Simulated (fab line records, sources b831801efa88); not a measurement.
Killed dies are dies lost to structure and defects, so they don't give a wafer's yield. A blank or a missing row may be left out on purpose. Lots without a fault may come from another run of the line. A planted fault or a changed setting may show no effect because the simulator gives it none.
fab line records	flow sky130
record lots=12	wafers=36	lastDay=50
route steps=708 shown METAL1@451 VIA1@472 METAL2@486 PAD_OPEN@708
lots untouched by any fault: they come from a run of this same line in which no faults occurred
startH: hours from the record's first day to the start of the lot's first wafer shown	waitH: hours from the lot's prior step to this one	" the same as in the row above	L1.1+2: a row that stands for several wafers	- no value, or no start given	* or withheld: withheld	< > ~ a bound
route shown NAME@n: NAME is a module with steps in the file, n the number in the route of the first one	usual: the fault-free wafers' mean and standard deviation	same: alike in all rows	chamber/n: place in a boat	sites: readings site by site	_std_site: standard deviation of those values	_edge_site: mean of outer sites minus mean of inner sites	radiusMm: for every site, how far away it sits from the centre of the wafer	mask NAME#n: copy n	behind: the last tool/chamber to shape the wafer	hold: why the lot went on hold/how many hours it stayed there/how the hold came to an end	device: which transistor (n, p or np) failed to switch	end of line: the tests these same wafers got at the end of their route	a step given without rows: its recipe and nothing more	killed: dies that structure and defects cost at the first sort, which is not the same as the wafer's yield	map: a wafer's dies, marking killed ones x, the rest . and places with no die _
set.NAME: the run value of the setting; set.NAME@STEP: its run value at that earlier step	model.NAME: the simulator's own value behind a step, which no gauge read
a sample of lots followed through the steps of the route, with each step as a table and each wafer as a row
services: from which hour (startH, from the record's first day; less than 0 if before it) a tool's chamber was out of use, for how many hours, and why
## steps
# step SKY_METAL1_DESCUM_17
# recipe chemistry=O2	sourcePowerW=150	biasPowerW=0	pressureMtorr=10	tempC=40	timeS=8
# usual drypumpMotorCurrentA=5.9/0.37	oesProductAu=1.002/0.0092
lot.wafer	tool	chamber	startH	waitH	drypumpMotorCurrentA	oesProductAu	rfHoursCounterH
L625.3	rieMetal-04	1	763.45	0.0	6.2	1.002	-
L625.5	"	1	"	"	6.2	0.998	-
L625.6	"	1	"	"	6.2	0.992	-
L626.1	rieMetal-01	1	774.24	0.0	5.8	0.998	9
L626.2	"	0	"	"	6.4	1.010	4
L626.5	"	1	"	"	5.8	0.997	-
L631.3	rieMetal-03	1	813.74	0.0	5.6	0.997	-
L631.4	"	0	"	"	6.2	1.016	-
L631.5	"	1	"	"	5.6	0.994	-
L632.1	rieMetal-04	0	821.89	0.0	5.3	1.007	1
L632.3	"	1	"	"	6.2	1.017	-
L632.5	"	1	"	"	6.2	1.011	-
L634.2	rieMetal-04	0	848.30	0.0	5.3	0.992	2
L634.5	"	1	"	"	6.2	0.997	-
L634.6	"	0	"	"	5.3	1.015	-
L635.3	rieMetal-04	1	850.36	0.0	6.2	0.992	-
L635.4	"	0	"	"	5.3	0.990	-
L635.5	"	0	"	"	5.3	0.991	-
L636.2	rieMetal-01	1	866.63	0.0	5.7	0.995	12
L636.4	"	1	"	"	5.7	0.990	-
L636.6	"	0	"	"	6.4	1.013	-
L642.1	rieMetal-01	0	903.43	0.0	6.4	1.008	9
L642.3	"	0	"	"	6.4	0.999	-
L642.5	"	0	"	"	6.4	1.003	-
L644.1	rieMetal-01	1	912.20	0.0	5.8	0.996	14
L644.2	"	0	"	"	6.4	1.009	9
L644.5	"	0	"	"	6.4	1.010	-
L645.2	rieMetal-04	0	935.18	0.0	5.3	1.005	5
L645.3	"	0	"	"	5.3	1.007	-
L645.5	"	1	"	"	6.2	0.987	-
L646.1	rieMetal-03	1	936.50	0.0	5.6	1.006	10
L646.3	"	1	"	"	5.6	0.995	-
L646.4	"	0	"	"	6.1	1.027	-
L647.1	rieMetal-01	1	950.80	0.0	5.7	0.989	16
L647.2	"	0	"	"	6.4	0.995	11
L647.5	"	0	"	"	6.4	1.009	-
# step SKY_VIA1_ETCH_14
# recipe chemistry=N2/H2	target=BARC	ionEnergyEv=200	sourceW=500	biasW=100	pressureMtorr=30	n2FlowSccm=100	h2FlowSccm=200	stopOn=SiO2	timeS=45.9	targetDepthA=600
# usual drypumpMotorCurrentA=5.9/0.45	n2FlowSccm=99.98/0.29	oesProductAu=0.854/0.005	throttleValvePct=13.226/0.0088
lot.wafer	tool	chamber	startH	waitH	drypumpMotorCurrentA	n2FlowSccm	oesProductAu	rfHoursCounterH	throttleValvePct
L625.3	rieDiel-04	1	790.90	0.0	5.4	99.92	0.857	7	13.218
L625.5	"	2	"	"	5.4	100.19	0.850	-	13.236
L625.6	"	1	"	"	5.4	100.06	0.850	-	13.227
L626.1	rieDiel-02	3	802.04	0.0	6.3	99.43	0.855	8	13.224
L626.2	"	1	"	"	6.1	99.70	0.844	9	13.230
L626.5	"	1	"	"	6.2	99.93	0.848	-	13.228
L631.3	rieDiel-02	3	841.44	0.0	6.3	99.65	0.859	9	13.221
L631.4	"	2	"	"	6.0	99.52	0.856	14	13.216
L631.5	"	1	"	"	6.1	100.22	0.854	-	13.214
L632.1	rieDiel-01	0	849.13	0.0	5.5	99.98	0.865	6	13.239
L632.3	"	1	"	"	6.5	99.93	0.849	16	13.230
L632.5	"	1	"	"	6.5	100.00	0.863	-	13.234
L634.2	rieDiel-02	3	875.58	0.0	6.3	100.26	0.855	10	13.234
L634.5	"	2	"	"	6.0	99.94	0.855	-	13.227
L634.6	"	1	"	"	6.1	99.72	0.855	-	13.221
L635.3	rieDiel-02	2	877.58	0.0	6.0	99.71	0.852	15	13.219
L635.4	"	3	"	"	6.3	99.73	0.851	10	13.216
L635.5	"	1	"	"	6.2	99.93	0.861	-	13.222
L636.2	rieDiel-04	2	893.23	0.0	5.4	100.22	0.852	6	13.230
L636.4	"	0	"	"	5.5	99.90	0.847	15	13.211
L636.6	"	0	"	"	5.5	99.92	0.844	-	13.225
L642.1	rieDiel-01	1	928.95	0.0	6.5	99.40	0.855	18	13.216
L642.3	"	2	"	"	5.8	99.83	0.856	18	13.212
L642.5	"	1	"	"	6.5	99.61	0.852	-	13.231
L644.1	rieDiel-01	1	938.75	0.0	6.5	100.28	0.854	19	13.236
L644.2	"	2	"	"	5.8	100.16	0.860	19	13.240
L644.5	"	3	"	"	6.6	99.83	0.853	-	13.216
L645.2	rieDiel-04	3	960.79	0.0	5.3	100.37	0.845	7	13.232
L645.3	"	2	"	"	5.4	99.52	0.852	8	13.229
L645.5	"	1	"	"	5.4	100.27	0.842	-	13.225
L646.1	rieDiel-01	1	962.34	0.0	6.5	100.17	0.849	19	13.237
L646.3	"	2	"	"	5.8	100.72	0.848	20	13.223
L646.4	"	0	"	"	5.6	100.27	0.857	9	13.235
L647.1	rieDiel-04	3	976.00	0.0	5.4	99.93	0.857	7	13.243
L647.2	"	2	"	"	5.4	99.98	0.856	8	13.227
L647.5	"	3	"	"	5.3	100.37	0.862	-	13.223
# step SKY_VIA1_THK_MEAS_23
# recipe thkMeasGauge=xrf	reads=W_of_VIA1_CVD_21
# usual VIA1_W_THK=273/3.7
lot.wafer	tool	chamber	startH	waitH	VIA1_W_THK[nm]
L625.3	filmMetro-02	-	791.91	0.1	275
L625.5	"	-	"	"	269
L625.6	"	-	"	"	274
L626.1	filmMetro-02	-	803.04	0.1	272
L626.2	"	-	"	"	272
L626.5	"	-	"	"	277
L631.3	filmMetro-02	-	842.44	0.1	270
L631.4	"	-	"	"	269
L631.5	"	-	"	"	271
L632.1	filmMetro-02	-	850.12	0.1	272
L632.3	"	-	"	"	274
L632.5	"	-	"	"	275
L634.2	filmMetro-01	-	876.59	0.1	271
L634.5	"	-	"	"	267
L634.6	"	-	"	"	269
L635.3	filmMetro-01	-	878.61	0.1	264
L635.4	"	-	"	"	268
L635.5	"	-	"	"	266
L636.2	filmMetro-02	-	894.26	0.1	280
L636.4	"	-	"	"	274
L636.6	"	-	"	"	278
L642.1	filmMetro-04	-	929.93	0.1	272
L642.3	"	-	"	"	274
L642.5	"	-	"	"	276
L644.1	filmMetro-01	-	939.71	0.1	271
L644.2	"	-	"	"	270
L644.5	"	-	"	"	269
L645.2	filmMetro-02	-	961.75	0.1	273
L645.3	"	-	"	"	277
L645.5	"	-	"	"	275
L646.1	filmMetro-04	-	963.29	0.1	278
L646.3	"	-	"	"	276
L646.4	"	-	"	"	276
L647.1	filmMetro-02	-	976.99	0.1	272
L647.2	"	-	"	"	277
L647.5	"	-	"	"	276
# step SKY_METAL2_SPUTTER_03
# recipe material=Ti	targetThkNm=5	powerW=3000	timeS=3.3	chamberPressurePa=0.4
# usual chamberPressurePa=0.4000/0.00085	throttleValvePct=29.8/1
lot.wafer	tool	chamber	startH	waitH	chamberPressurePa	throttleValvePct
L625.3	pvdSputter-04	-	792.32	0.0	0.3993	28.8
L625.5	"	-	"	"	0.4007	30.9
L625.6	"	-	"	"	0.3995	30.0
L626.1	pvdSputter-03	-	803.47	0.0	0.3997	30.0
L626.2	"	-	"	"	0.4002	30.6
L626.5	"	-	"	"	0.3992	30.6
L631.3	pvdSputter-01	-	842.85	0.0	0.4009	29.6
L631.4	"	-	"	"	0.4012	31.4
L631.5	"	-	"	"	0.4003	29.7
L632.1	pvdSputter-04	-	850.55	0.0	0.4002	28.4
L632.3	"	-	"	"	0.3987	30.8
L632.5	"	-	"	"	0.3991	30.4
L634.2	pvdSputter-04	-	877.01	0.0	0.2985	33.4
L634.5	"	-	"	"	0.2979	35.7
L634.6	"	-	"	"	0.2983	35.2
L635.3	pvdSputter-04	-	879.02	0.0	0.2988	33.4
L635.4	"	-	"	"	0.2965	35.1
L635.5	"	-	"	"	0.2973	33.1
L636.2	pvdSputter-03	-	894.68	0.0	0.4010	30.0
L636.4	"	-	"	"	0.4013	30.3
L636.6	"	-	"	"	0.3990	29.1
L642.1	pvdSputter-01	-	930.36	0.0	0.3993	31.4
L642.3	"	-	"	"	0.4007	30.6
L642.5	"	-	"	"	0.4002	30.8
L644.1	pvdSputter-01	-	940.15	0.0	0.3987	29.5
L644.2	"	-	"	"	0.4005	29.6
L644.5	"	-	"	"	0.3990	30.7
L645.2	pvdSputter-04	-	962.17	0.0	0.3995	28.5
L645.3	"	-	"	"	0.4003	30.2
L645.5	"	-	"	"	0.4003	28.3
L646.1	pvdSputter-01	-	963.72	0.0	0.3985	29.7
L646.3	"	-	"	"	0.3989	29.9
L646.4	"	-	"	"	0.3996	31.4
L647.1	pvdSputter-01	-	977.42	0.0	0.3999	30.7
L647.2	"	-	"	"	0.4016	29.6
L647.5	"	-	"	"	0.4000	31.3
# step SKY_PAD_OPEN_PROBE_99
# usual defectLimitedYield=82.3/1.9	killed_at_M0_to_M3=44/7.6	killed_at_M4_up=3.2/1.7	killedAtContacts=24/5.7	killedAtFrontEnd=16/3.9	killedAtOther=0.2/0.45	killedDies=87/9.5	killedOnRim=17/3.9	killedOpen=47/6.9	killedShort=40/5.8	sort_bin_3_pad_short=0.9/0.4	sort_bin_5_function=10.4/1.4	sort_bin_6_memory=6.4/1.1	sortNPass=405/9.5	sortYieldPct=82.3/1.9
# same grossDies=492	killedAtBackSide=0	sort_bin_4_leakage[%]=0	sort_bin_8_speed[%]=0
lot.wafer	tool	chamber	startH	waitH	defectLimitedYield[%]	killed_at_M0_to_M3	killed_at_M4_up	killedAtContacts	killedAtFrontEnd	killedAtOther	killedDies	killedOnRim	killedOpen	killedShort	sort_bin_3_pad_short[%]	sort_bin_5_function[%]	sort_bin_6_memory[%]	sortNPass	sortYieldPct[%]
L625.3	prober-02	-	1073.66	0.2	81.9	41	5	30	13	0	89	16	45	44	0.8	10.6	6.7	403	81.9
L625.5	prober-02	-	1073.76	0.2	83.3	37	5	27	13	0	82	17	45	37	1.4	8.5	6.7	410	83.3
L625.6	prober-02	-	1073.81	0.2	83.5	38	1	16	26	0	81	10	45	36	0.6	9.8	6.1	411	83.5
L626.1	prober-01	-	1082.16	0.1	80.7	40	2	29	24	0	95	16	54	41	0.4	11.0	7.9	397	80.7
L626.2	prober-01	-	1082.21	0.1	84.8	35	1	20	19	0	75	11	38	37	0.6	10.8	3.9	417	84.8
L626.5	prober-01	-	1082.36	0.2	84.6	31	3	26	16	0	76	16	45	31	0.6	8.9	5.9	416	84.6
L631.3	prober-02	-	1112.90	0.2	82.1	47	5	13	23	0	88	16	57	31	0.6	9.6	7.7	404	82.1
L631.4	prober-02	-	1112.95	0.2	85.8	34	2	19	15	0	70	13	34	36	0.8	7.9	5.5	422	85.8
L631.5	prober-02	-	1113.00	0.2	81.5	49	6	20	15	1	91	10	48	43	1.0	10.4	7.1	401	81.5
L632.1	prober-01	-	1117.30	0.1	81.7	57	2	12	19	0	90	22	49	41	0.6	11.8	5.9	402	81.7
L632.3	prober-01	-	1117.40	0.2	80.5	57	1	23	15	0	96	17	49	47	1.0	10.6	7.9	396	80.5
L632.5	prober-01	-	1117.50	0.2	81.3	49	3	25	14	1	92	12	46	46	0.4	12.4	5.9	400	81.3
L634.2	prober-01	-	1132.19	0.1	80.7	52	3	19	21	0	95	22	53	42	0.6	11.4	7.3	397	80.7
L634.5	prober-01	-	1132.34	0.2	83.1	43	3	20	16	1	83	16	45	38	1.0	9.3	6.5	409	83.1
L634.6	prober-01	-	1132.39	0.2	82.9	42	6	27	9	0	84	19	49	35	1.2	8.5	7.3	408	82.9
L635.3	prober-02	-	1137.28	0.2	82.7	50	2	21	11	1	85	23	43	42	0.6	10.0	6.7	407	82.7
L635.4	prober-02	-	1137.33	0.2	77.8	59	5	25	20	0	109	21	68	41	1.6	12.8	7.7	383	77.8
L635.5	prober-02	-	1137.38	0.2	84.6	39	4	21	12	0	76	13	36	40	1.2	8.5	5.7	416	84.6
L636.2	prober-01	-	1146.23	0.1	84.8	38	2	14	21	0	75	19	37	38	1.2	8.9	5.1	417	84.8
L636.4	prober-01	-	1146.33	0.2	85.8	33	6	17	14	0	70	13	34	36	0.6	7.9	5.7	422	85.8
L636.6	prober-01	-	1146.43	0.2	81.3	43	3	30	16	0	92	20	50	42	0.4	11.2	7.1	400	81.3
L642.1	prober-01	-	1178.95	0.1	80.5	53	1	24	18	0	96	20	47	49	0.6	11.2	7.7	396	80.5
L642.3	prober-01	-	1179.05	0.2	79.9	51	2	30	16	0	99	18	56	43	0.6	10.4	9.1	393	79.9
L642.5	prober-01	-	1179.15	0.2	81.5	46	3	24	18	0	91	18	50	41	0.6	11.6	6.3	401	81.5
L644.1	prober-01	-	1184.51	0.1	82.9	37	6	30	11	0	84	15	52	32	0.4	10.2	6.5	408	82.9
L644.2	prober-01	-	1184.56	0.1	82.1	41	2	31	14	0	88	18	48	40	1.2	9.6	7.1	404	82.1
L644.5	prober-01	-	1184.71	0.2	79.3	51	4	31	16	0	102	21	51	51	1.2	11.2	8.3	390	79.3
L645.2	prober-02	-	1196.09	0.1	84.1	38	3	19	18	0	78	13	47	31	0.6	10.2	5.1	414	84.1
L645.3	prober-02	-	1196.14	0.2	83.9	33	4	25	17	0	79	13	44	35	1.0	8.9	6.1	413	83.9
L645.5	prober-02	-	1196.24	0.2	83.3	39	4	27	12	0	82	14	44	38	0.8	10.4	5.5	410	83.3
L646.1	prober-01	-	1198.36	0.1	83.5	37	9	14	20	1	81	20	39	42	0.8	8.9	6.7	411	83.5
L646.3	prober-01	-	1198.46	0.2	81.1	47	5	21	20	0	93	18	56	37	1.0	11.0	6.9	399	81.1
L646.4	prober-01	-	1198.51	0.2	81.5	47	7	21	16	0	91	14	44	47	0.8	11.6	6.1	401	81.5
L647.1	prober-02	-	1203.69	0.1	77.8	55	4	31	19	0	109	21	63	46	1.8	14.0	6.3	383	77.8
L647.2	prober-02	-	1203.74	0.1	82.3	41	3	28	15	0	87	15	46	41	0.8	10.8	6.1	405	82.3
L647.5	prober-02	-	1203.89	0.2	82.1	51	3	20	13	1	88	14	45	43	0.8	9.1	7.9	404	82.1
# killed by level:class
L625.3 CONTACT:geometricParticle:open=10 VIA1:geometricParticle:open=10 LI_CONTACT:geometricParticle:open=8 CONTACT:geometricParticle:short=7 METAL1:geometricParticle:short=6 SPACER:geometricParticle:open=5 VIA1:geometricParticle:short=5 METAL4:geometricParticle:short=5
L625.5 LI_CONTACT:geometricParticle:open=9 CONTACT:geometricParticle:open=8 VIA1:geometricParticle:open=8 FIELD_ISO:geometricParticle:short=5 VIA2:geometricParticle:open=5 LOCAL_INTERCONNECT:geometricParticle:short=4 CONTACT:geometricParticle:short=4 METAL1:geometricParticle:short=4
L625.6 FIELD_ISO:geometricParticle:open=7 CONTACT:geometricParticle:open=6 VIA2:geometricParticle:open=6 VIA1:geometricParticle:open=5 POLY_GATE:geometricParticle:open=5 CONTACT:geometricParticle:short=5 METAL2:geometricParticle:short=5 VIA3:geometricParticle:short=5
L626.1 CONTACT:geometricParticle:open=12 METAL1:geometricParticle:short=8 LI_CONTACT:geometricParticle:open=8 VIA1:geometricParticle:open=8 VIA1:geometricParticle:short=7 FIELD_ISO:geometricParticle:open=6 VIA2:geometricParticle:open=6 FIELD_ISO:geometricParticle:short=5
L626.2 CONTACT:geometricParticle:open=7 METAL1:geometricParticle:short=7 FIELD_ISO:geometricParticle:open=5 POLY_GATE:geometricParticle:short=5 CONTACT:geometricParticle:short=5 METAL3:geometricParticle:short=5 VIA3:geometricParticle:open=5 POLY_GATE:geometricParticle:open=4
L626.5 CONTACT:geometricParticle:open=13 FIELD_ISO:geometricParticle:open=6 VIA1:geometricParticle:open=6 LOCAL_INTERCONNECT:geometricParticle:short=5 VIA1:geometricParticle:short=5 VIA2:geometricParticle:open=5 POLY_GATE:geometricParticle:open=4 LI_CONTACT:geometricParticle:open=4
L631.3 VIA1:geometricParticle:open=12 VIA2:geometricParticle:open=11 VIA3:geometricParticle:open=9 POLY_GATE:geometricParticle:short=5 POLY_GATE:geometricParticle:open=5 CONTACT:geometricParticle:open=5 METAL4:geometricParticle:short=4 VIA3:geometricParticle:short=4
L631.4 VIA1:geometricParticle:short=11 CONTACT:geometricParticle:open=8 VIA1:geometricParticle:open=7 FIELD_ISO:geometricParticle:short=6 LI_CONTACT:geometricParticle:open=6 METAL1:geometricParticle:short=6 VIA3:geometricParticle:open=5 POLY_GATE:geometricParticle:short=4
L631.5 VIA1:geometricParticle:open=12 VIA2:geometricParticle:open=9 CONTACT:geometricParticle:open=8 VIA1:geometricParticle:short=8 METAL4:geometricParticle:short=5 VIA3:geometricParticle:short=5 FIELD_ISO:geometricParticle:short=4 CONTACT:geometricParticle:short=4
L632.1 VIA1:geometricParticle:open=20 VIA1:geometricParticle:short=9 VIA2:geometricParticle:open=7 FIELD_ISO:geometricParticle:open=6 POLY_GATE:geometricParticle:short=6 VIA3:geometricParticle:open=6 METAL3:geometricParticle:short=4 FIELD_ISO:geometricParticle:short=3
L632.3 VIA2:geometricParticle:short=12 VIA3:geometricParticle:open=12 CONTACT:geometricParticle:open=9 VIA1:geometricParticle:open=8 LI_CONTACT:geometricParticle:open=7 METAL1:geometricParticle:short=5 VIA1:geometricParticle:short=5 METAL3:geometricParticle:short=5
L632.5 CONTACT:geometricParticle:open=10 METAL1:geometricParticle:short=8 VIA2:geometricParticle:open=8 VIA3:geometricParticle:open=8 CONTACT:geometricParticle:short=7 VIA1:geometricParticle:open=7 VIA1:geometricParticle:short=6 METAL2:geometricParticle:short=5
L634.2 VIA1:geometricParticle:open=10 VIA2:geometricParticle:open=8 CONTACT:geometricParticle:open=7 VIA3:geometricParticle:open=7 FIELD_ISO:geometricParticle:open=6 METAL1:geometricParticle:short=6 LI_CONTACT:geometricParticle:open=5 VIA2:geometricParticle:short=5
L634.5 VIA1:geometricParticle:open=8 VIA2:geometricParticle:open=8 VIA1:geometricParticle:short=7 LI_CONTACT:geometricParticle:open=6 CONTACT:geometricParticle:open=6 FIELD_ISO:geometricParticle:open=5 VIA2:geometricParticle:short=5 CONTACT:geometricParticle:short=4
L634.6 VIA2:geometricParticle:open=12 CONTACT:geometricParticle:open=12 LI_CONTACT:geometricParticle:open=6 METAL3:geometricParticle:short=6 POLY_GATE:geometricParticle:open=4 CONTACT:geometricParticle:short=4 VIA3:geometricParticle:short=4 VIA3:geometricParticle:open=4
L635.3 CONTACT:geometricParticle:open=11 VIA1:geometricParticle:open=11 METAL1:geometricParticle:short=8 VIA1:geometricParticle:short=7 POLY_GATE:geometricParticle:short=5 METAL3:geometricParticle:short=5 LI_CONTACT:geometricParticle:short=4 VIA2:geometricParticle:open=4
L635.4 VIA1:geometricParticle:open=15 VIA3:geometricParticle:open=12 VIA2:geometricParticle:open=9 CONTACT:geometricParticle:open=9 FIELD_ISO:geometricParticle:short=6 VIA3:geometricParticle:short=6 VIA2:geometricParticle:short=5 POLY_GATE:geometricParticle:short=5
L635.5 VIA1:geometricParticle:open=9 CONTACT:geometricParticle:open=7 VIA1:geometricParticle:short=6 METAL1:geometricParticle:short=5 FIELD_ISO:geometricParticle:short=4 VIA3:geometricParticle:open=4 LI_CONTACT:geometricParticle:open=4 LOCAL_INTERCONNECT:geometricParticle:short=4
L636.2 VIA1:geometricParticle:open=10 CONTACT:geometricParticle:open=8 POLY_GATE:geometricParticle:open=5 VIA1:geometricParticle:short=5 VIA3:geometricParticle:open=5 FIELD_ISO:geometricParticle:short=4 FIELD_ISO:geometricParticle:open=4 POLY_GATE:geometricParticle:short=4
L636.4 VIA2:geometricParticle:open=10 CONTACT:geometricParticle:open=9 METAL4:geometricParticle:short=5 METAL3:geometricParticle:short=5 FIELD_ISO:geometricParticle:short=4 METAL1:geometricParticle:short=4 CONTACT:geometricParticle:short=4 VIA1:geometricParticle:short=4
L636.6 VIA1:geometricParticle:open=10 LOCAL_INTERCONNECT:geometricParticle:short=9 LI_CONTACT:geometricParticle:open=8 CONTACT:geometricParticle:open=8 METAL2:geometricParticle:short=5 VIA3:geometricParticle:open=5 FIELD_ISO:geometricParticle:open=4 CONTACT:geometricParticle:short=4
L642.1 VIA1:geometricParticle:open=17 METAL1:geometricParticle:short=9 LI_CONTACT:geometricParticle:open=6 CONTACT:geometricParticle:open=6 VIA1:geometricParticle:short=6 LOCAL_INTERCONNECT:geometricParticle:short=5 FIELD_ISO:geometricParticle:short=4 CONTACT:geometricParticle:short=4
L642.3 VIA1:geometricParticle:open=18 CONTACT:geometricParticle:open=11 CONTACT:geometricParticle:short=7 LI_CONTACT:geometricParticle:open=5 METAL1:geometricParticle:short=5 VIA2:geometricParticle:open=5 VIA3:geometricParticle:open=5 FIELD_ISO:geometricParticle:open=4
L642.5 VIA1:geometricParticle:open=11 VIA1:geometricParticle:short=8 CONTACT:geometricParticle:open=7 LI_CONTACT:geometricParticle:open=6 LI_CONTACT:geometricParticle:short=6 VIA2:geometricParticle:open=6 VIA3:geometricParticle:open=6 FIELD_ISO:geometricParticle:short=5
L644.1 CONTACT:geometricParticle:open=10 VIA3:geometricParticle:open=10 LI_CONTACT:geometricParticle:open=8 VIA1:geometricParticle:open=7 LI_CONTACT:geometricParticle:short=6 METAL1:geometricParticle:short=5 CONTACT:geometricParticle:short=4 METAL2:geometricParticle:open=4
L644.2 CONTACT:geometricParticle:open=15 VIA1:geometricParticle:open=10 CONTACT:geometricParticle:short=7 VIA3:geometricParticle:open=7 VIA3:geometricParticle:short=6 VIA1:geometricParticle:short=5 LOCAL_INTERCONNECT:geometricParticle:short=4 VIA2:geometricParticle:open=4
L644.5 CONTACT:geometricParticle:open=11 LI_CONTACT:geometricParticle:open=9 VIA1:geometricParticle:short=8 VIA3:geometricParticle:open=7 VIA1:geometricParticle:open=7 METAL1:geometricParticle:short=6 METAL3:geometricParticle:short=6 FIELD_ISO:geometricParticle:short=5
L645.2 VIA1:geometricParticle:open=9 CONTACT:geometricParticle:open=9 METAL2:geometricParticle:short=6 VIA1:geometricParticle:short=6 VIA2:geometricParticle:open=6 FIELD_ISO:geometricParticle:open=5 LI_CONTACT:geometricParticle:open=4 POLY_GATE:geometricParticle:open=4
L645.3 CONTACT:geometricParticle:open=11 LI_CONTACT:geometricParticle:open=7 POLY_GATE:geometricParticle:open=5 METAL2:geometricParticle:short=5 VIA2:geometricParticle:open=5 FIELD_ISO:geometricParticle:open=4 POLY_GATE:geometricParticle:short=4 VIA1:geometricParticle:short=4
L645.5 VIA1:geometricParticle:open=11 LOCAL_INTERCONNECT:geometricParticle:short=7 POLY_GATE:geometricParticle:open=6 CONTACT:geometricParticle:open=6 VIA1:geometricParticle:short=5 LI_CONTACT:geometricParticle:short=5 LI_CONTACT:geometricParticle:open=5 METAL1:geometricParticle:short=5
L646.1 VIA1:geometricParticle:open=9 METAL4:geometricParticle:short=8 VIA3:geometricParticle:open=5 POLY_GATE:geometricParticle:open=5 CONTACT:geometricParticle:short=5 VIA1:geometricParticle:short=5 FIELD_ISO:geometricParticle:open=4 FIELD_ISO:geometricParticle:short=4
L646.3 VIA1:geometricParticle:open=17 CONTACT:geometricParticle:open=9 FIELD_ISO:geometricParticle:open=7 METAL2:geometricParticle:short=7 LI_CONTACT:geometricParticle:open=6 METAL1:geometricParticle:short=5 FIELD_ISO:geometricParticle:short=4 POLY_GATE:geometricParticle:open=4
L646.4 VIA1:geometricParticle:open=10 METAL2:geometricParticle:short=8 POLY_GATE:geometricParticle:short=7 VIA2:geometricParticle:open=6 LOCAL_INTERCONNECT:geometricParticle:short=5 CONTACT:geometricParticle:open=5 VIA1:geometricParticle:short=5 METAL3:geometricParticle:short=4
L647.1 VIA1:geometricParticle:open=11 VIA3:geometricParticle:open=9 VIA2:geometricParticle:open=9 CONTACT:geometricParticle:open=9 FIELD_ISO:geometricParticle:open=8 LOCAL_INTERCONNECT:geometricParticle:short=7 CONTACT:geometricParticle:short=7 METAL1:geometricParticle:short=7
L647.2 CONTACT:geometricParticle:open=10 VIA1:geometricParticle:open=10 VIA3:geometricParticle:open=7 CONTACT:geometricParticle:short=6 FIELD_ISO:geometricParticle:open=5 METAL2:geometricParticle:short=5 VIA2:geometricParticle:open=5 LI_CONTACT:geometricParticle:short=4
L647.5 VIA2:geometricParticle:open=11 VIA1:geometricParticle:open=10 VIA1:geometricParticle:short=8 CONTACT:geometricParticle:open=6 VIA3:geometricParticle:open=6 CONTACT:geometricParticle:short=5 POLY_GATE:geometricParticle:open=4 LI_CONTACT:geometricParticle:short=4
## services
tool	chamber	startH	hours	kind
rieDiel-01	2	740.48	17.9	repair
pvdSputter-03	-	746.26	3.2	repair
rieDiel-01	0	758.35	34.6	repair
rieMetal-04	0	762.22	-	clean
rieMetal-04	0	762.22	29.6	scheduledDown
rieMetal-04	0	762.22	29.6	ventCycle
rieDiel-02	-	772.53	3.1	repair
rieMetal-03	0	781.50	-	clean
pvdSputter-01	-	785.73	0.7	repair
rieMetal-03	-	812.61	0.6	repair
rieDiel-04	0	812.70	7.5	repair
rieDiel-01	1	833.97	6.7	repair
pvdSputter-01	-	836.39	6.2	repair
rieDiel-04	2	844.01	2.8	repair
pvdSputter-04	-	890.21	0.9	repair
pvdSputter-04	-	890.26	5.2	repair
pvdSputter-04	-	894.11	5.4	repair
rieMetal-04	-	919.61	10.6	repair
rieDiel-04	3	924.97	5.6	repair
rieDiel-02	-	929.36	4.3	pm
rieMetal-01	-	943.71	0.4	repair
rieMetal-03	-	955.18	0.6	repair
rieMetal-04	1	959.23	2.5	repair
pvdSputter-04	-	971.67	4.9	repair
## key
firstSign step=SKY_METAL2_SPUTTER_03	reading=chamberPressurePa	direction=down	sigmas=99+	usual=0.4000	struck=0.2979
effect step=SKY_METAL2_SPUTTER_03	reading=throttleValvePct	direction=up	sigmas=4.5	usual=29.8	struck=34.3
metAt SKY_METAL2_SPUTTER_03
struckLots L634,L635
notActingAt SKY_METAL1_DESCUM_17,SKY_VIA1_ETCH_14,SKY_VIA1_THK_MEAS_23
onsetBetween 850.55 877.01
fault kind=processParameterDrift	tool=pvdSputter-04	chamber=-	onsetH=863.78	steps=SKY_METAL2_SPUTTER_03	channel=chamberPressurePa	offset=-0.10272	shape=step	endH=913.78	actsIn=theseRecipesOnly	stated=0.4
